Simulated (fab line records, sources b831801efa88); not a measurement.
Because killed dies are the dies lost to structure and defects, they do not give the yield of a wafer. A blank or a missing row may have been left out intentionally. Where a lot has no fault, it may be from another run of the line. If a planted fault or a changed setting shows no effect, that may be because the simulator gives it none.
fab line records	flow sky130
record lots=6	wafers=18	last_day=49
route steps=708 shown LDD_N@252 LDD_P@255 LDD_HVN@267 PAD_OPEN@708
lots with no fault: from the same line, run without faults
start_h: start of the lot's first displayed wafer, in hours after the record's first day	wait_h: time in hours since the lot's previous step	" identical to the entry in the row above	L1.1+2: a single row standing in for several wafers	- value missing, or start not given	* or withheld: withheld	< > ~ a bound
route shown NAME@n: names a module that has steps shown in the file, with the first one's number in the route	usual: mean/standard deviation of fault-free wafers	same: alike in all rows	chamber/n: place in a boat	sites: each site's reading	_std_site: their standard deviation	_edge_site: outer sites' mean less inner sites'	radius_mm: how far each site lies from the wafer's centre	mask NAME#n: copy n	behind: tool/chamber where the wafer was last shaped	hold: why the lot went on hold/how many hours it stayed there/how the hold came to an end	device: the transistor (n, p or np) that didn't switch	end of line: tests of these same wafers at the route's end	a step given without rows: its recipe and nothing more	killed: count of dies lost to structure and defects at first sort (not the wafer's yield)	map: the dies of a wafer, with x for killed, . for not killed, _ for no die there
set.NAME: setting as actually run; set.NAME@STEP: the setting as run at that earlier step	model.NAME: the simulator's own value behind a step, which no gauge read
lots at selected steps of the route; one table per step, one row per wafer
services: a tool's chamber out of use, with start hour (start_h, from the record's first day; less than 0 if before it), hours out, and reason
## steps
# step SKY_LDD_N_IMPLANT_15
# recipe species=BF2	energy_kev=50	dose_cm2=5e+12	tilt_deg=30	rotation_deg=270
# step SKY_LDD_N_STRIP_16
# recipe chemistry=O2/N2	power_w=1400	pressure_mtorr=1500	platen_temp_c=withheld	o2_flow_sccm=3000	n2_flow_sccm=300	overash_fraction=0.5
# usual drypump_motor_current_A=5.7/0.39	oes_product_au=0.407/0.0044	strip_time_to_endpoint_s=4.314/0.015
lot.wafer	tool	chamber	start_h	wait_h	drypump_motor_current_A	oes_product_au	rf_hours_counter_h	strip_time_to_endpoint_s
L714.1	plasma_asher-02	1	401.85	0.1	5.8	0.409	56	4.338
L714.4	"	0	"	"	6.4	0.406	-	4.333
L714.5	"	0	"	"	6.4	0.414	-	4.329
L720.4	plasma_asher-04	0	470.89	0.1	5.4	0.399	-	4.325
L720.5	"	0	"	"	5.4	0.405	-	4.305
L720.6	"	1	"	"	5.8	0.414	-	4.342
L722.1	plasma_asher-04	1	484.21	0.1	5.7	0.409	5	4.341
L722.2	"	0	"	"	5.5	0.405	5	4.355
L722.3	"	0	"	"	5.5	0.402	-	4.323
L728.3	plasma_asher-02	0	536.99	0.1	6.4	0.401	-	4.299
L728.5	"	1	"	"	5.8	0.408	-	4.301
L728.6	"	0	"	"	6.4	0.411	-	4.309
L729.1	plasma_asher-01	0	539.36	0.1	5.1	0.411	42	4.314
L729.4	"	0	"	"	5.0	0.415	-	4.303
L729.6	"	0	"	"	5.1	0.413	-	4.316
L731.1	plasma_asher-02	1	561.55	0.1	5.8	0.402	71	4.309
L731.3	"	0	"	"	6.4	0.407	-	4.279
L731.5	"	0	"	"	6.4	0.410	-	4.290
# step SKY_LDD_N_TW_MEAS_17
# usual LDD_N_TW=2590/13
lot.wafer	tool	chamber	start_h	wait_h	LDD_N_TW
L714.1	film_metro-04	-	401.95	0.1	2596
L714.4	"	-	"	"	2593
L714.5	"	-	"	"	2591
L720.4	film_metro-01	-	470.98	0.1	2603
L720.5	"	-	"	"	2595
L720.6	"	-	"	"	2598
L722.1	film_metro-01	-	484.31	0.1	2593
L722.2	"	-	"	"	2585
L722.3	"	-	"	"	2598
L728.3	film_metro-04	-	537.07	0.1	2581
L728.5	"	-	"	"	2583
L728.6	"	-	"	"	2585
L729.1	film_metro-04	-	539.46	0.1	2585
L729.4	"	-	"	"	2587
L729.6	"	-	"	"	2574
L731.1	film_metro-02	-	561.65	0.1	2576
L731.3	"	-	"	"	2580
L731.5	"	-	"	"	2582
# step SKY_LDD_P_DEHYDRATE_00
# recipe temp_c=200	time_s=60
# step SKY_LDD_P_HMDS_01
# recipe prime_time_s=60	prime_temp_c=120
# step SKY_LDD_P_COAT_02
# recipe resist=NOVOLAK	spin_rpm=3000	resist_thk_nm=1140
# step SKY_LDD_P_SOFTBAKE_03
# recipe temp_c=90	time_s=60	resist=NOVOLAK
# step SKY_LDD_P_EXPOSE_04
# recipe mask_id=PSDM	na=0.6	source_shape=conventional	sigma_outer=0.6	polarization=unpolarized	target_cd_nm=380	dose_mj=138
# step SKY_LDD_P_PEB_05
# recipe temp_c=withheld	time_s=*	resist=NOVOLAK
# step SKY_LDD_P_DEVELOP_06
# recipe resist=NOVOLAK	developer=TMAH	develop_time_s=60	dev_temp_c=21.96
# step SKY_LDD_P_CD_MEAS_07
# recipe target_cd_nm=380
# usual cd_nm=379.6/2.8
lot.wafer	tool	chamber	start_h	wait_h	cd_nm
L714.1	cd_sem-02	-	432.53	0.1	383.9
L714.4	"	-	"	"	383.1
L714.5	"	-	"	"	384.4
L720.4	cd_sem-01	-	501.23	0.1	383.2
L720.5	"	-	"	"	379.8
L720.6	"	-	"	"	379.6
L722.1	cd_sem-01	-	515.57	0.1	378.0
L722.2	"	-	"	"	378.0
L722.3	"	-	"	"	380.4
L728.3	cd_sem-01	-	567.41	0.1	378.2
L728.5	"	-	"	"	379.7
L728.6	"	-	"	"	380.8
L729.1	cd_sem-01	-	569.38	0.1	384.7
L729.4	"	-	"	"	383.4
L729.6	"	-	"	"	382.6
L731.1	cd_sem-01	-	591.13	0.1	380.6
L731.3	"	-	"	"	382.5
L731.5	"	-	"	"	381.5
# step SKY_LDD_P_OVL_MEAS_08
# usual LDD_P_OVL=0.0/1.6
lot.wafer	tool	chamber	start_h	wait_h	LDD_P_OVL[nm]
L714.1	overlay-02	-	432.65	0.1	0.6
L714.4	"	-	"	"	1.0
L714.5	"	-	"	"	2.0
L720.4	overlay-02	-	501.31	0.1	-4.5
L720.5	"	-	"	"	-3.1
L720.6	"	-	"	"	-2.3
L722.1	overlay-01	-	515.69	0.1	0.6
L722.2	"	-	"	"	1.0
L722.3	"	-	"	"	0.0
L728.3	overlay-02	-	567.50	0.1	-0.2
L728.5	"	-	"	"	-1.4
L728.6	"	-	"	"	-0.3
L729.1	overlay-02	-	569.50	0.1	-2.0
L729.4	"	-	"	"	-2.2
L729.6	"	-	"	"	-0.3
L731.1	overlay-01	-	591.25	0.1	3.7
L731.3	"	-	"	"	4.7
L731.5	"	-	"	"	3.0
# step SKY_LDD_P_IMPLANT_09
# recipe species=BF2	energy_kev=25	dose_cm2=1e+13	tilt_deg=withheld
lot.wafer	tool	chamber	start_h	wait_h
L714.1+4+5	implanter-03	0	432.68	0.0
L720.4+5+6	implanter-01	0	501.40	0.1
L722.1+2+3	implanter-01	0	515.73	0.0
L728.3+5+6	implanter-01	0	567.58	0.1
L729.1+4+6	implanter-04	0	569.54	0.0
L731.1+3+5	implanter-01	0	591.28	0.0
# step SKY_LDD_P_STRIP_10
# recipe chemistry=O2/N2	power_w=1400	pressure_mtorr=1500	platen_temp_c=withheld	o2_flow_sccm=3000	n2_flow_sccm=300	overash_fraction=0.5
# usual drypump_motor_current_A=5.8/0.47	oes_product_au=0.716/0.0045	strip_time_to_endpoint_s=14.18/0.053
lot.wafer	tool	chamber	start_h	wait_h	drypump_motor_current_A	oes_product_au	rf_hours_counter_h	strip_time_to_endpoint_s
L714.1	plasma_asher-02	0	432.83	0.1	6.4	0.723	60	14.13
L714.4	"	0	"	"	6.4	0.717	-	14.13
L714.5	"	0	"	"	6.4	0.712	-	14.13
L720.4	plasma_asher-03	1	501.51	0.1	5.4	0.716	-	14.23
L720.5	"	0	"	"	6.3	0.718	-	14.21
L720.6	"	1	"	"	5.4	0.709	-	14.23
L722.1	plasma_asher-01	1	515.88	0.1	5.6	0.713	40	14.16
L722.2	"	0	"	"	5.0	0.719	40	14.17
L722.3	"	1	"	"	5.7	0.723	-	14.19
L728.3	plasma_asher-02	0	567.71	0.1	6.4	0.726	-	14.08
L728.5	"	0	"	"	6.4	0.714	-	14.12
L728.6	"	1	"	"	5.8	0.712	-	14.11
L729.1	plasma_asher-02	1	569.69	0.1	5.7	0.712	72	14.28
L729.4	"	1	"	"	5.7	0.717	-	14.22
L729.6	"	1	"	"	5.7	0.724	-	14.22
L731.1	plasma_asher-02	0	591.43	0.1	6.4	0.706	74	14.11
L731.3	"	0	"	"	6.4	0.716	-	14.07
L731.5	"	0	"	"	6.4	0.716	-	14.06
# step SKY_LDD_P_TW_MEAS_11
# usual LDD_P_TW=637/3.9
lot.wafer	tool	chamber	start_h	wait_h	LDD_P_TW
L714.1	film_metro-03	-	432.93	0.1	634
L714.4	"	-	"	"	635
L714.5	"	-	"	"	633
L720.4	film_metro-03	-	501.61	0.1	593
L720.5	"	-	"	"	592
L720.6	"	-	"	"	591
L722.1	film_metro-01	-	515.98	0.1	605
L722.2	"	-	"	"	600
L722.3	"	-	"	"	604
L728.3	film_metro-03	-	567.80	0.1	645
L728.5	"	-	"	"	641
L728.6	"	-	"	"	644
L729.1	film_metro-02	-	569.79	0.1	636
L729.4	"	-	"	"	637
L729.6	"	-	"	"	635
L731.1	film_metro-03	-	591.53	0.1	638
L731.3	"	-	"	"	643
L731.5	"	-	"	"	643
# step SKY_LDD_HVN_DEHYDRATE_00
# recipe temp_c=200	time_s=60
# step SKY_PAD_OPEN_PROBE_99
# usual killed_at_M0_to_M3=44/7	killed_at_M4_up=3.0/1.8	killed_at_contacts=24/4.9	killed_at_front_end=15/5	killed_at_other=0.2/0.53	killed_dies=87/8.7	killed_open=48/6.8	killed_short=39/5.7
# same gross_dies=492	killed_at_back_side=0
lot.wafer	tool	chamber	start_h	wait_h	killed_at_M0_to_M3	killed_at_M4_up	killed_at_contacts	killed_at_front_end	killed_at_other	killed_dies	killed_open	killed_short	model.etest.tip_p.rs_ohm_sq	model.etest.tip_p.rs_ohm_sq_range	model.etest.tip_p.rs_ohm_sq_rim_less_centre	model.etest.pfet_01v8.drive_ua_um_range	model.etest.pfet_01v8.vt_v_range
L714.1	prober-02	-	1075.55	0.1	43	4	24	19	0	90	52	38	6817	157.9	28.52	7.252	0.01591
L714.4	prober-02	-	1075.70	0.2	42	1	30	16	1	90	43	47	6823	204.6	102.4	4.441	0.0152
L714.5	prober-02	-	1075.75	0.2	49	7	25	25	0	106	55	51	6846	193.7	17.53	7.974	0.0105
L720.4	prober-02	-	1120.75	0.2	38	4	27	12	0	81	34	47	8760	2017	-965.5	15.51	0.03373
L720.5	prober-02	-	1120.80	0.2	34	3	25	19	0	81	44	37	8646	1960	-1006	8.113	0.03071
L720.6	prober-02	-	1120.85	0.2	40	1	18	16	0	75	43	32	8764	1883	-904.7	11.27	0.03621
L722.1	prober-02	-	1130.10	0.1	46	3	29	10	0	88	55	33	8778	1954	-752.9	8.505	0.03192
L722.2	prober-02	-	1130.15	0.1	49	1	21	11	0	82	52	30	8703	1911	-941	6.279	0.02295
L722.3	prober-02	-	1130.20	0.2	47	1	26	14	0	88	53	35	8745	1932	-948.8	12.06	0.02644
L728.3	prober-02	-	1160.68	0.2	38	4	28	18	0	88	46	42	6898	89.53	-29.75	7.842	0.01318
L728.5	prober-02	-	1160.78	0.2	39	4	29	13	0	85	48	37	6900	119	-74.77	4.601	0.008934
L728.6	prober-02	-	1160.83	0.2	44	2	24	15	0	85	49	36	6855	116.2	77.91	3.333	0.006167
L729.1	prober-01	-	1162.97	0.1	48	6	28	11	0	93	50	43	6905	141.7	98.88	5.955	0.01309
L729.4	prober-01	-	1163.12	0.2	49	2	28	15	0	94	58	36	6942	156.2	36.33	8.13	0.0148
L729.6	prober-01	-	1163.22	0.2	45	5	20	18	0	88	54	34	6917	156.4	115.9	7.773	0.01144
L731.1	prober-01	-	1175.13	0.1	46	1	16	29	1	93	56	37	6802	172.3	26.81	11.74	0.02006
L731.3	prober-01	-	1175.23	0.2	39	2	29	16	0	86	47	39	6782	164.6	54.06	6.29	0.02427
L731.5	prober-01	-	1175.33	0.2	50	2	18	16	0	86	53	33	6777	181.5	142.6	10.4	0.02027
# killed by level:class
L714.1 VIA1:geometric_particle:open=10 CONTACT:geometric_particle:open=8 LI_CONTACT:geometric_particle:open=7 VIA3:geometric_particle:open=7 FIELD_ISO:geometric_particle:short=6 VIA2:geometric_particle:open=6 METAL2:geometric_particle:short=5 POLY_GATE:geometric_particle:open=4
L714.4 VIA1:geometric_particle:open=15 CONTACT:geometric_particle:open=9 CONTACT:geometric_particle:short=7 VIA1:geometric_particle:short=7 LI_CONTACT:geometric_particle:short=6 METAL1:geometric_particle:short=5 POLY_GATE:geometric_particle:short=5 FIELD_ISO:geometric_particle:short=4
L714.5 CONTACT:geometric_particle:open=13 METAL1:geometric_particle:short=10 VIA1:geometric_particle:open=10 METAL2:geometric_particle:short=7 LI_CONTACT:geometric_particle:open=6 VIA1:geometric_particle:short=6 VIA2:geometric_particle:open=6 FIELD_ISO:geometric_particle:short=5
L720.4 LOCAL_INTERCONNECT:geometric_particle:short=10 METAL1:geometric_particle:short=9 LI_CONTACT:geometric_particle:open=7 CONTACT:geometric_particle:open=6 VIA1:geometric_particle:open=6 VIA1:geometric_particle:short=5 METAL2:geometric_particle:short=5 METAL4:geometric_particle:short=4
L720.5 FIELD_ISO:geometric_particle:open=9 LI_CONTACT:geometric_particle:open=8 METAL2:geometric_particle:short=8 VIA2:geometric_particle:open=7 LOCAL_INTERCONNECT:geometric_particle:short=6 METAL1:geometric_particle:short=6 FIELD_ISO:geometric_particle:short=4 LI_CONTACT:geometric_particle:short=4
L720.6 VIA3:geometric_particle:open=10 VIA1:geometric_particle:open=8 CONTACT:geometric_particle:open=7 LI_CONTACT:geometric_particle:open=6 FIELD_ISO:geometric_particle:short=4 METAL2:geometric_particle:short=4 VIA2:geometric_particle:open=4 METAL3:geometric_particle:short=4
L722.1 VIA1:geometric_particle:open=13 CONTACT:geometric_particle:open=11 LI_CONTACT:geometric_particle:open=8 VIA3:geometric_particle:open=7 VIA2:geometric_particle:open=6 LOCAL_INTERCONNECT:geometric_particle:short=5 CONTACT:geometric_particle:short=4 VIA1:geometric_particle:short=4
L722.2 VIA1:geometric_particle:open=12 VIA2:geometric_particle:open=10 LI_CONTACT:geometric_particle:open=7 CONTACT:geometric_particle:open=6 CONTACT:geometric_particle:short=5 VIA1:geometric_particle:short=4 METAL2:geometric_particle:short=4 METAL2:geometric_particle:open=4
L722.3 CONTACT:geometric_particle:open=15 VIA1:geometric_particle:open=10 VIA2:geometric_particle:open=7 VIA3:geometric_particle:open=6 LI_CONTACT:geometric_particle:open=5 VIA1:geometric_particle:short=5 METAL3:geometric_particle:short=5 FIELD_ISO:geometric_particle:short=4
L728.3 CONTACT:geometric_particle:open=12 FIELD_ISO:geometric_particle:open=7 VIA1:geometric_particle:open=6 LI_CONTACT:geometric_particle:open=6 METAL1:geometric_particle:short=6 METAL2:geometric_particle:short=5 VIA1:geometric_particle:short=4 CONTACT:geometric_particle:short=4
L728.5 CONTACT:geometric_particle:open=13 LI_CONTACT:geometric_particle:open=10 VIA2:geometric_particle:open=8 VIA1:geometric_particle:open=7 FIELD_ISO:geometric_particle:short=5 METAL1:geometric_particle:short=5 VIA1:geometric_particle:short=5 METAL3:geometric_particle:short=4
L728.6 VIA1:geometric_particle:open=17 CONTACT:geometric_particle:open=9 VIA2:geometric_particle:open=6 POLY_GATE:geometric_particle:open=6 LI_CONTACT:geometric_particle:open=6 VIA1:geometric_particle:short=5 CONTACT:geometric_particle:short=4 METAL2:geometric_particle:short=4
L729.1 VIA1:geometric_particle:open=11 LI_CONTACT:geometric_particle:open=8 METAL2:geometric_particle:short=8 CONTACT:geometric_particle:open=7 LI_CONTACT:geometric_particle:short=6 METAL1:geometric_particle:short=6 VIA1:geometric_particle:short=6 VIA3:geometric_particle:open=6
L729.4 VIA1:geometric_particle:open=14 CONTACT:geometric_particle:open=9 VIA2:geometric_particle:open=9 LOCAL_INTERCONNECT:geometric_particle:open=5 METAL1:geometric_particle:short=5 METAL2:geometric_particle:short=5 POLY_GATE:geometric_particle:open=4 LI_CONTACT:geometric_particle:open=4
L729.6 VIA1:geometric_particle:open=15 CONTACT:geometric_particle:open=9 VIA3:geometric_particle:open=7 METAL1:geometric_particle:short=6 VIA2:geometric_particle:open=6 FIELD_ISO:geometric_particle:open=5 METAL2:geometric_particle:short=5 POLY_GATE:geometric_particle:short=4
L731.1 VIA1:geometric_particle:open=11 VIA2:geometric_particle:open=9 CONTACT:geometric_particle:open=9 FIELD_ISO:geometric_particle:open=8 POLY_GATE:geometric_particle:open=8 POLY_GATE:geometric_particle:short=6 METAL2:geometric_particle:short=6 METAL1:geometric_particle:short=5
L731.3 LI_CONTACT:geometric_particle:open=12 VIA1:geometric_particle:open=9 VIA3:geometric_particle:open=7 CONTACT:geometric_particle:open=6 FIELD_ISO:geometric_particle:open=5 LOCAL_INTERCONNECT:geometric_particle:short=5 VIA1:geometric_particle:short=5 FIELD_ISO:geometric_particle:short=4
L731.5 VIA1:geometric_particle:open=17 LI_CONTACT:geometric_particle:open=8 VIA2:geometric_particle:open=8 VIA3:geometric_particle:open=5 FIELD_ISO:geometric_particle:open=4 POLY_GATE:geometric_particle:short=4 CONTACT:geometric_particle:short=4 VIA1:geometric_particle:short=4
## services
tool	chamber	start_h	hours	kind
implanter-03	-	387.24	5.3	repair
implanter-03	-	412.92	0.9	repair
plasma_asher-04	-	421.25	9.0	pm
plasma_asher-04	0	421.25	9.0	vent_cycle
plasma_asher-04	1	421.25	9.0	vent_cycle
plasma_asher-04	0	430.25	-	clean
plasma_asher-04	1	430.25	-	clean
implanter-01	-	455.06	3.6	repair
implanter-03	-	458.69	2.9	pm
plasma_asher-01	-	464.44	0.6	repair
implanter-01	-	482.03	4.4	repair
plasma_asher-02	-	490.29	15.6	pm
implanter-01	-	490.61	1.2	repair
implanter-03	-	497.48	1.3	repair
plasma_asher-02	-	519.09	1.8	repair
implanter-03	-	528.33	89.0	repair
plasma_asher-01	-	560.41	15.6	pm
## key
first_sign step=SKY_LDD_P_TW_MEAS_11	reading=LDD_P_TW	direction=down	sigmas=10	usual=637	struck=597
effect none on later readings
model_effect step=SKY_PAD_OPEN_PROBE_99	value=etest.tip_p.rs_ohm_sq	without=6883	struck=8733
met_at SKY_LDD_P_IMPLANT_09
struck_wafers L720.4,L720.5,L720.6,L722.1,L722.2,L722.3
tester_left_out L720,L722
also_fits SKY_LDD_N_STRIP_16:plasma_asher-04
fault kind=process_parameter_drift	tool=implanter-01	chamber=-	onset_h=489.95	steps=SKY_LDD_P_IMPLANT_09	channel=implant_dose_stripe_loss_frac	offset=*	shape=step	end_h=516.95
# tester_left_out: of these lots the tester's yield and bins aren't shown, on N5 and GAA mostly nor the transistor test; their killed dies are dies lost to structure and defects alone, not to doping, threshold or leakage, so they don't give the yield
